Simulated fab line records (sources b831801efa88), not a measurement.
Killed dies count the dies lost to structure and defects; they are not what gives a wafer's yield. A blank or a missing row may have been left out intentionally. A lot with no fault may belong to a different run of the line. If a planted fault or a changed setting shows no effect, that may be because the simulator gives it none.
Which tool is to blame? || flow gf180mcu || 72 wafers from 24 lots sampled at 6 of the route's 602 steps

WHAT THE GAUGES SHOWED, per wafer
GF_V1_OVL_MEAS_15.
{"lot": "L074", "measured": "day 18 00:11", "on": "overlay-02", "V1_OVL (nm)": "-7 -5 -12"}
{"lot": "L075", "measured": "day 18 05:21", "on": "overlay-02", "V1_OVL (nm)": "9 5 6"}
{"lot": "L076", "measured": "day 18 14:16", "on": "overlay-02", "V1_OVL (nm)": "4 -2 -1"}
{"lot": "L077", "measured": "day 18 20:58", "on": "overlay-01", "V1_OVL (nm)": "-9 -7 0"}
{"lot": "L078", "measured": "day 19 11:28", "on": "overlay-02", "V1_OVL (nm)": "-6 -9 -4"}
{"lot": "L079", "measured": "day 19 18:55", "on": "overlay-01", "V1_OVL (nm)": "1 -8 -7"}
{"lot": "L080", "measured": "day 20 07:01", "on": "overlay-02", "V1_OVL (nm)": "-9 -8 -11"}
{"lot": "L081", "measured": "day 20 23:43", "on": "overlay-01", "V1_OVL (nm)": "-7 -13 -10"}
{"lot": "L082", "measured": "day 21 00:32", "on": "overlay-02", "V1_OVL (nm)": "-9 -15 -11"}
{"lot": "L083", "measured": "day 21 16:13", "on": "overlay-01", "V1_OVL (nm)": "-3 -5 -6"}
{"lot": "L084", "measured": "day 21 23:16", "on": "overlay-01", "V1_OVL (nm)": "3 2 0"}
{"lot": "L085", "measured": "day 22 08:19", "on": "overlay-02", "V1_OVL (nm)": "-5 -5 -5"}
{"lot": "L086", "measured": "day 22 17:52", "on": "overlay-01", "V1_OVL (nm)": "-10 -4 -11"}
{"lot": "L087", "measured": "day 22 20:08", "on": "overlay-01", "V1_OVL (nm)": "2 1 0"}
{"lot": "L088", "measured": "day 23 05:12", "on": "overlay-02", "V1_OVL (nm)": "-4 -1 -4"}
{"lot": "L089", "measured": "day 23 14:12", "on": "overlay-01", "V1_OVL (nm)": "5 -2 2"}
{"lot": "L090", "measured": "day 23 22:39", "on": "overlay-02", "V1_OVL (nm)": "6 3 7"}
{"lot": "L091", "measured": "day 24 04:55", "on": "overlay-01", "V1_OVL (nm)": "-2 -1 4"}
{"lot": "L092", "measured": "day 24 08:04", "on": "overlay-02", "V1_OVL (nm)": "-9 -10 -11"}
{"lot": "L093", "measured": "day 25 00:25", "on": "overlay-02", "V1_OVL (nm)": "5 1 3"}
{"lot": "L094", "measured": "day 25 06:07", "on": "overlay-01", "V1_OVL (nm)": "-4 -5 -2"}
{"lot": "L095", "measured": "day 25 19:54", "on": "overlay-01", "V1_OVL (nm)": "-2 -16 -5"}
{"lot": "L096", "measured": "day 26 05:30", "on": "overlay-02", "V1_OVL (nm)": "3 -12 -2"}
{"lot": "L097", "measured": "day 26 07:15", "on": "overlay-01", "V1_OVL (nm)": "0 1 3"}

GF_V2_THK_MEAS_03.
{"lot": "L074", "measured": "day 19 02:07", "on": "filmMetro-01", "V2_CVD_02_THK (nm)": "844 871 855"}
{"lot": "L075", "measured": "day 19 07:34", "on": "filmMetro-01", "V2_CVD_02_THK (nm)": "861 843 861"}
{"lot": "L076", "measured": "day 19 17:40", "on": "filmMetro-01", "V2_CVD_02_THK (nm)": "851 847 844"}
{"lot": "L077", "measured": "day 20 00:19", "on": "filmMetro-01", "V2_CVD_02_THK (nm)": "830 862 847"}
{"lot": "L078", "measured": "day 20 14:28", "on": "filmMetro-01", "V2_CVD_02_THK (nm)": "833 846 851"}
{"lot": "L079", "measured": "day 20 22:25", "on": "filmMetro-03", "V2_CVD_02_THK (nm)": "841 834 871"}
{"lot": "L080", "measured": "day 21 10:23", "on": "filmMetro-04", "V2_CVD_02_THK (nm)": "845 832 853"}
{"lot": "L081", "measured": "day 22 02:22", "on": "filmMetro-01", "V2_CVD_02_THK (nm)": "839 848 855"}
{"lot": "L082", "measured": "day 22 03:01", "on": "filmMetro-03", "V2_CVD_02_THK (nm)": "833 828 853"}
{"lot": "L083", "measured": "day 22 18:02", "on": "filmMetro-04", "V2_CVD_02_THK (nm)": "843 853 856"}
{"lot": "L084", "measured": "day 23 01:06", "on": "filmMetro-03", "V2_CVD_02_THK (nm)": "833 856 850"}
{"lot": "L085", "measured": "day 23 09:54", "on": "filmMetro-03", "V2_CVD_02_THK (nm)": "853 865 851"}
{"lot": "L086", "measured": "day 23 19:34", "on": "filmMetro-03", "V2_CVD_02_THK (nm)": "842 854 838"}
{"lot": "L087", "measured": "day 23 21:43", "on": "filmMetro-04", "V2_CVD_02_THK (nm)": "837 837 853"}
{"lot": "L088", "measured": "day 24 06:47", "on": "filmMetro-04", "V2_CVD_02_THK (nm)": "855 855 868"}
{"lot": "L089", "measured": "day 24 14:37", "on": "filmMetro-03", "V2_CVD_02_THK (nm)": "854 845 853"}
{"lot": "L090", "measured": "day 24 23:31", "on": "filmMetro-03", "V2_CVD_02_THK (nm)": "843 846 858"}
{"lot": "L091", "measured": "day 25 05:17", "on": "filmMetro-03", "V2_CVD_02_THK (nm)": "845 864 863"}
{"lot": "L092", "measured": "day 25 08:26", "on": "filmMetro-04", "V2_CVD_02_THK (nm)": "847 842 854"}
{"lot": "L093", "measured": "day 25 23:55", "on": "filmMetro-03", "V2_CVD_02_THK (nm)": "836 855 851"}
{"lot": "L094", "measured": "day 26 05:31", "on": "filmMetro-04", "V2_CVD_02_THK (nm)": "821 846 847"}
{"lot": "L095", "measured": "day 26 18:43", "on": "filmMetro-01", "V2_CVD_02_THK (nm)": "827 860 854"}
{"lot": "L096", "measured": "day 27 04:36", "on": "filmMetro-01", "V2_CVD_02_THK (nm)": "849 837 856"}
{"lot": "L097", "measured": "day 27 05:55", "on": "filmMetro-04", "V2_CVD_02_THK (nm)": "836 819 849"}

GF_V2_CD_MEAS_14: target cd 260 nm.
{"lot": "L074", "measured": "day 20 02:45", "on": "cdSem-02", "cdNm (nm)": "259.8 260.7 261.1"}
{"lot": "L075", "measured": "day 20 08:05", "on": "cdSem-02", "cdNm (nm)": "258.7 256.8 257.0"}
{"lot": "L076", "measured": "day 20 17:59", "on": "cdSem-02", "cdNm (nm)": "262.4 261.8 261.4"}
{"lot": "L077", "measured": "day 21 00:29", "on": "cdSem-02", "cdNm (nm)": "258.8 258.2 258.3"}
{"lot": "L078", "measured": "day 21 14:37", "on": "cdSem-02", "cdNm (nm)": "258.3 259.9 260.3"}
{"lot": "L079", "measured": "day 21 22:10", "on": "cdSem-02", "cdNm (nm)": "258.2 259.0 258.4"}
{"lot": "L080", "measured": "day 22 10:19", "on": "cdSem-02", "cdNm (nm)": "259.8 260.1 260.2"}
{"lot": "L081", "measured": "day 23 01:47", "on": "cdSem-01", "cdNm (nm)": "261.8 259.7 262.2"}
{"lot": "L082", "measured": "day 23 02:45", "on": "cdSem-02", "cdNm (nm)": "258.9 259.9 260.5"}
{"lot": "L083", "measured": "day 23 17:25", "on": "cdSem-02", "cdNm (nm)": "258.5 260.0 259.7"}
{"lot": "L084", "measured": "day 24 00:12", "on": "cdSem-01", "cdNm (nm)": "257.8 259.1 257.7"}
{"lot": "L085", "measured": "day 24 08:41", "on": "cdSem-02", "cdNm (nm)": "258.4 258.9 259.4"}
{"lot": "L086", "measured": "day 24 18:19", "on": "cdSem-01", "cdNm (nm)": "261.0 260.2 261.3"}
{"lot": "L087", "measured": "day 24 19:30", "on": "cdSem-01", "cdNm (nm)": "257.6 258.6 257.4"}
{"lot": "L088", "measured": "day 25 05:11", "on": "cdSem-02", "cdNm (nm)": "259.5 258.0 258.4"}
{"lot": "L089", "measured": "day 25 12:21", "on": "cdSem-01", "cdNm (nm)": "258.8 260.4 260.0"}
{"lot": "L090", "measured": "day 25 20:43", "on": "cdSem-02", "cdNm (nm)": "260.6 259.8 261.3"}
{"lot": "L091", "measured": "day 26 03:23", "on": "cdSem-02", "cdNm (nm)": "258.3 257.4 259.7"}
{"lot": "L092", "measured": "day 26 05:49", "on": "cdSem-02", "cdNm (nm)": "260.6 260.5 261.2"}
{"lot": "L093", "measured": "day 26 21:34", "on": "cdSem-02", "cdNm (nm)": "258.6 259.2 259.2"}
{"lot": "L094", "measured": "day 27 02:07", "on": "cdSem-02", "cdNm (nm)": "262.3 261.7 261.2"}
{"lot": "L095", "measured": "day 27 15:15", "on": "cdSem-02", "cdNm (nm)": "260.5 260.6 260.4"}
{"lot": "L096", "measured": "day 28 00:39", "on": "cdSem-01", "cdNm (nm)": "261.5 260.2 259.4"}
{"lot": "L097", "measured": "day 28 02:02", "on": "cdSem-02", "cdNm (nm)": "258.6 259.4 259.3"}

GF_M3_THK_MEAS_06: measures by xrf.
{"lot": "L074", "measured": "day 20 04:35", "on": "filmMetro-03", "M3_ALCU_THK (nm)": "441 442 442"}
{"lot": "L075", "measured": "day 20 10:16", "on": "filmMetro-02", "M3_ALCU_THK (nm)": "450 444 447"}
{"lot": "L076", "measured": "day 20 20:14", "on": "filmMetro-02", "M3_ALCU_THK (nm)": "449 442 451"}
{"lot": "L077", "measured": "day 21 02:44", "on": "filmMetro-03", "M3_ALCU_THK (nm)": "445 436 444"}
{"lot": "L078", "measured": "day 21 16:27", "on": "filmMetro-03", "M3_ALCU_THK (nm)": "450 448 450"}
{"lot": "L079", "measured": "day 22 00:02", "on": "filmMetro-02", "M3_ALCU_THK (nm)": "456 451 445"}
{"lot": "L080", "measured": "day 22 12:25", "on": "filmMetro-03", "M3_ALCU_THK (nm)": "460 457 457"}
{"lot": "L081", "measured": "day 23 03:37", "on": "filmMetro-03", "M3_ALCU_THK (nm)": "449 454 457"}
{"lot": "L082", "measured": "day 23 04:35", "on": "filmMetro-03", "M3_ALCU_THK (nm)": "458 455 449"}
{"lot": "L083", "measured": "day 23 19:16", "on": "filmMetro-03", "M3_ALCU_THK (nm)": "438 435 439"}
{"lot": "L084", "measured": "day 24 02:03", "on": "filmMetro-02", "M3_ALCU_THK (nm)": "445 448 447"}
{"lot": "L085", "measured": "day 24 10:32", "on": "filmMetro-02", "M3_ALCU_THK (nm)": "456 455 457"}
{"lot": "L086", "measured": "day 24 20:16", "on": "filmMetro-02", "M3_ALCU_THK (nm)": "445 452 445"}
{"lot": "L087", "measured": "day 24 21:21", "on": "filmMetro-02", "M3_ALCU_THK (nm)": "450 449 447"}
{"lot": "L088", "measured": "day 25 07:01", "on": "filmMetro-02", "M3_ALCU_THK (nm)": "441 441 443"}
{"lot": "L089", "measured": "day 25 14:12", "on": "filmMetro-02", "M3_ALCU_THK (nm)": "447 443 450"}
{"lot": "L090", "measured": "day 25 22:34", "on": "filmMetro-01", "M3_ALCU_THK (nm)": "439 439 443"}
{"lot": "L091", "measured": "day 26 05:19", "on": "filmMetro-01", "M3_ALCU_THK (nm)": "455 452 453"}
{"lot": "L092", "measured": "day 26 07:39", "on": "filmMetro-03", "M3_ALCU_THK (nm)": "457 463 457"}
{"lot": "L093", "measured": "day 26 23:24", "on": "filmMetro-01", "M3_ALCU_THK (nm)": "459 455 457"}
{"lot": "L094", "measured": "day 27 03:57", "on": "filmMetro-01", "M3_ALCU_THK (nm)": "455 446 453"}
{"lot": "L095", "measured": "day 27 17:06", "on": "filmMetro-01", "M3_ALCU_THK (nm)": "453 451 456"}
{"lot": "L096", "measured": "day 28 02:30", "on": "filmMetro-02", "M3_ALCU_THK (nm)": "447 444 447"}
{"lot": "L097", "measured": "day 28 03:53", "on": "filmMetro-03", "M3_ALCU_THK (nm)": "447 443 445"}

WHICH TOOL RAN EACH LOT (tool, then ch and the chambers of the sampled wafers, then the start)
{"lot": "L074", "GF_M1_SPUTTER_00": "pvdSputter-02, day 16 01:50", "GF_V1_STRIP_18": "plasmaAsher-03 ch 0,1, day 18 00:21"}
{"lot": "L075", "GF_M1_SPUTTER_00": "pvdSputter-03, day 16 07:20", "GF_V1_STRIP_18": "plasmaAsher-02 ch 0,1, day 18 05:32"}
{"lot": "L076", "GF_M1_SPUTTER_00": "pvdSputter-04, day 16 15:20", "GF_V1_STRIP_18": "plasmaAsher-03 ch 0,1, day 18 14:25"}
{"lot": "L077", "GF_M1_SPUTTER_00": "pvdSputter-03, day 16 21:23", "GF_V1_STRIP_18": "plasmaAsher-04 ch 0,1, day 18 21:07"}
{"lot": "L078", "GF_M1_SPUTTER_00": "pvdSputter-04, day 17 10:53", "GF_V1_STRIP_18": "plasmaAsher-03 ch 0,1, day 19 11:37"}
{"lot": "L079", "GF_M1_SPUTTER_00": "pvdSputter-02, day 17 17:38", "GF_V1_STRIP_18": "plasmaAsher-02 ch 0,1, day 19 19:04"}
{"lot": "L080", "GF_M1_SPUTTER_00": "pvdSputter-04, day 18 05:05", "GF_V1_STRIP_18": "plasmaAsher-02 ch 1, day 20 07:10"}
{"lot": "L081", "GF_M1_SPUTTER_00": "pvdSputter-02, day 18 21:23", "GF_V1_STRIP_18": "plasmaAsher-04 ch 0,1, day 20 23:54"}
{"lot": "L082", "GF_M1_SPUTTER_00": "pvdSputter-04, day 18 22:39", "GF_V1_STRIP_18": "plasmaAsher-02 ch 0,1, day 21 00:42"}
{"lot": "L083", "GF_M1_SPUTTER_00": "pvdSputter-03, day 19 14:02", "GF_V1_STRIP_18": "plasmaAsher-02 ch 0,1, day 21 16:22"}
{"lot": "L084", "GF_M1_SPUTTER_00": "pvdSputter-04, day 19 20:47", "GF_V1_STRIP_18": "plasmaAsher-03 ch 0,1, day 21 23:25"}
{"lot": "L085", "GF_M1_SPUTTER_00": "pvdSputter-02, day 20 07:07", "GF_V1_STRIP_18": "plasmaAsher-02 ch 0,1, day 22 08:28"}
{"lot": "L086", "GF_M1_SPUTTER_00": "pvdSputter-02, day 20 16:49", "GF_V1_STRIP_18": "plasmaAsher-04 ch 0,1, day 22 18:03"}
{"lot": "L087", "GF_M1_SPUTTER_00": "pvdSputter-02, day 20 19:02", "GF_V1_STRIP_18": "plasmaAsher-03 ch 0,1, day 22 20:18"}
{"lot": "L088", "GF_M1_SPUTTER_00": "pvdSputter-03, day 21 05:47", "GF_V1_STRIP_18": "plasmaAsher-02 ch 0,1, day 23 05:23"}
{"lot": "L089", "GF_M1_SPUTTER_00": "pvdSputter-04, day 21 14:23", "GF_V1_STRIP_18": "plasmaAsher-04 ch 0,1, day 23 14:22"}
{"lot": "L090", "GF_M1_SPUTTER_00": "pvdSputter-02, day 21 22:07", "GF_V1_STRIP_18": "plasmaAsher-02 ch 0,1, day 23 22:49"}
{"lot": "L091", "GF_M1_SPUTTER_00": "pvdSputter-04, day 22 05:17", "GF_V1_STRIP_18": "plasmaAsher-02 ch 0,1, day 24 05:06"}
{"lot": "L092", "GF_M1_SPUTTER_00": "pvdSputter-03, day 22 08:48", "GF_V1_STRIP_18": "plasmaAsher-03 ch 1, day 24 08:13"}
{"lot": "L093", "GF_M1_SPUTTER_00": "pvdSputter-02, day 23 02:03", "GF_V1_STRIP_18": "plasmaAsher-04 ch 0,1, day 25 00:36"}
{"lot": "L094", "GF_M1_SPUTTER_00": "pvdSputter-02, day 23 08:35", "GF_V1_STRIP_18": "plasmaAsher-03 ch 0,1, day 25 06:18"}
{"lot": "L095", "GF_M1_SPUTTER_00": "pvdSputter-03, day 23 22:59", "GF_V1_STRIP_18": "plasmaAsher-04 ch 0,1, day 25 20:04"}
{"lot": "L096", "GF_M1_SPUTTER_00": "pvdSputter-03, day 24 09:35", "GF_V1_STRIP_18": "plasmaAsher-02 ch 0,1, day 26 05:40"}
{"lot": "L097", "GF_M1_SPUTTER_00": "pvdSputter-02, day 24 11:17", "GF_V1_STRIP_18": "plasmaAsher-03 ch 0,1, day 26 07:25"}
- GF_M1_SPUTTER_00: material Ti, target thk 37.5 nm, time 150 s.
- GF_V1_STRIP_18: strips in O2/N2.

AS READ BY THE TOOLS THEMSELVES (means over the sampled wafers that have a number; for cases with no such wafer, the mark the record gives instead)
GF_M1_SPUTTER_00.
{"lot": "L074", "tool": "pvdSputter-02", "throttleValvePct (%)": 30.5}
{"lot": "L075", "tool": "pvdSputter-03", "throttleValvePct (%)": 29.7}
{"lot": "L076", "tool": "pvdSputter-04", "throttleValvePct (%)": 30.0}
{"lot": "L077", "tool": "pvdSputter-03", "throttleValvePct (%)": 28.7}
{"lot": "L078", "tool": "pvdSputter-04", "throttleValvePct (%)": 29.9}
{"lot": "L079", "tool": "pvdSputter-02", "throttleValvePct (%)": 30.3}
{"lot": "L080", "tool": "pvdSputter-04", "throttleValvePct (%)": 29.5}
{"lot": "L081", "tool": "pvdSputter-02", "throttleValvePct (%)": 30.4}
{"lot": "L082", "tool": "pvdSputter-04", "throttleValvePct (%)": 29.5}
{"lot": "L083", "tool": "pvdSputter-03", "throttleValvePct (%)": 29.8}
{"lot": "L084", "tool": "pvdSputter-04", "throttleValvePct (%)": 29.4}
{"lot": "L085", "tool": "pvdSputter-02", "throttleValvePct (%)": 30.2}
{"lot": "L086", "tool": "pvdSputter-02", "throttleValvePct (%)": 30.4}
{"lot": "L087", "tool": "pvdSputter-02", "throttleValvePct (%)": 30.7}
{"lot": "L088", "tool": "pvdSputter-03", "throttleValvePct (%)": 30.8}
{"lot": "L089", "tool": "pvdSputter-04", "throttleValvePct (%)": 29.5}
{"lot": "L090", "tool": "pvdSputter-02", "throttleValvePct (%)": 30.4}
{"lot": "L091", "tool": "pvdSputter-04", "throttleValvePct (%)": 29.4}
{"lot": "L092", "tool": "pvdSputter-03", "throttleValvePct (%)": 29.8}
{"lot": "L093", "tool": "pvdSputter-02", "throttleValvePct (%)": 30.4}
{"lot": "L094", "tool": "pvdSputter-02", "throttleValvePct (%)": 30.6}
{"lot": "L095", "tool": "pvdSputter-03", "throttleValvePct (%)": 29.8}
{"lot": "L096", "tool": "pvdSputter-03", "throttleValvePct (%)": 29.8}
{"lot": "L097", "tool": "pvdSputter-02", "throttleValvePct (%)": 30.5}

GF_V1_STRIP_18.
{"lot": "L074", "tool": "plasmaAsher-03", "drypumpMotorCurrentA (A)": 5.3, "heaterPowerW (W)": 346, "oesProductAu (a.u.)": 0.593}
{"lot": "L075", "tool": "plasmaAsher-02", "drypumpMotorCurrentA (A)": 5.7, "heaterPowerW (W)": 316, "oesProductAu (a.u.)": 0.592}
{"lot": "L076", "tool": "plasmaAsher-03", "drypumpMotorCurrentA (A)": 5.3, "heaterPowerW (W)": 335, "oesProductAu (a.u.)": 0.592}
{"lot": "L077", "tool": "plasmaAsher-04", "drypumpMotorCurrentA (A)": 5.7, "heaterPowerW (W)": 295, "oesProductAu (a.u.)": 0.593}
{"lot": "L078", "tool": "plasmaAsher-03", "drypumpMotorCurrentA (A)": 5.3, "heaterPowerW (W)": 341, "oesProductAu (a.u.)": 0.588}
{"lot": "L079", "tool": "plasmaAsher-02", "drypumpMotorCurrentA (A)": 5.8, "heaterPowerW (W)": 325, "oesProductAu (a.u.)": 0.593}
{"lot": "L080", "tool": "plasmaAsher-02", "drypumpMotorCurrentA (A)": 6.0, "heaterPowerW (W)": 318, "oesProductAu (a.u.)": 0.590}
{"lot": "L081", "tool": "plasmaAsher-04", "drypumpMotorCurrentA (A)": 6.0, "heaterPowerW (W)": 299, "oesProductAu (a.u.)": 0.591}
{"lot": "L082", "tool": "plasmaAsher-02", "drypumpMotorCurrentA (A)": 5.7, "heaterPowerW (W)": 320, "oesProductAu (a.u.)": 0.591}
{"lot": "L083", "tool": "plasmaAsher-02", "drypumpMotorCurrentA (A)": 5.6, "heaterPowerW (W)": 323, "oesProductAu (a.u.)": 0.591}
{"lot": "L084", "tool": "plasmaAsher-03", "drypumpMotorCurrentA (A)": 5.3, "heaterPowerW (W)": 346, "oesProductAu (a.u.)": 0.599}
{"lot": "L085", "tool": "plasmaAsher-02", "drypumpMotorCurrentA (A)": 5.8, "heaterPowerW (W)": 323, "oesProductAu (a.u.)": 0.591}
{"lot": "L086", "tool": "plasmaAsher-04", "drypumpMotorCurrentA (A)": 5.7, "heaterPowerW (W)": 300, "oesProductAu (a.u.)": 0.595}
{"lot": "L087", "tool": "plasmaAsher-03", "drypumpMotorCurrentA (A)": 5.3, "heaterPowerW (W)": 343, "oesProductAu (a.u.)": 0.590}
{"lot": "L088", "tool": "plasmaAsher-02", "drypumpMotorCurrentA (A)": 5.8, "heaterPowerW (W)": 327, "oesProductAu (a.u.)": 0.593}
{"lot": "L089", "tool": "plasmaAsher-04", "drypumpMotorCurrentA (A)": 5.9, "heaterPowerW (W)": 298, "oesProductAu (a.u.)": 0.592}
{"lot": "L090", "tool": "plasmaAsher-02", "drypumpMotorCurrentA (A)": 5.6, "heaterPowerW (W)": 334, "oesProductAu (a.u.)": 0.588}
{"lot": "L091", "tool": "plasmaAsher-02", "drypumpMotorCurrentA (A)": 5.6, "heaterPowerW (W)": 323, "oesProductAu (a.u.)": 0.593}
{"lot": "L092", "tool": "plasmaAsher-03", "drypumpMotorCurrentA (A)": 5.2, "heaterPowerW (W)": 327, "oesProductAu (a.u.)": 0.593}
{"lot": "L093", "tool": "plasmaAsher-04", "drypumpMotorCurrentA (A)": 5.9, "heaterPowerW (W)": 295, "oesProductAu (a.u.)": 0.590}
{"lot": "L094", "tool": "plasmaAsher-03", "drypumpMotorCurrentA (A)": 5.3, "heaterPowerW (W)": 349, "oesProductAu (a.u.)": 0.593}
{"lot": "L095", "tool": "plasmaAsher-04", "drypumpMotorCurrentA (A)": 5.7, "heaterPowerW (W)": 299, "oesProductAu (a.u.)": 0.593}
{"lot": "L096", "tool": "plasmaAsher-02", "drypumpMotorCurrentA (A)": 5.6, "heaterPowerW (W)": 325, "oesProductAu (a.u.)": 0.595}
{"lot": "L097", "tool": "plasmaAsher-03", "drypumpMotorCurrentA (A)": 5.3, "heaterPowerW (W)": 335, "oesProductAu (a.u.)": 0.588}

THE ANSWER, worked out from the rows above alone
Rule: what is usual is taken from the lots themselves. Put in order of their means at a reading, lots are off if they are a third of the lots or fewer, leave a main group of 4 or more, and stand apart from it by a gap of 3 or more times the standard deviation of the main group's means; of several such gaps the widest counts. If all means in a main group match to the digits the tables above print for the reading, that group is not used. A lot without any number at a reading at which 4 lots or more have one is off too. Any other lot the step has rows for is counted as sound. After the gauges, taken in route order, come the tools' own readings; for these a lot's mean is taken, as printed above. At the first step where some lot is off, the reading lying furthest off is the one used; lots without a number count as furthest.
Nothing can be told from this: no lot is off at any reading shown.

WHAT WAS PUT IN BY THE SIMULATOR
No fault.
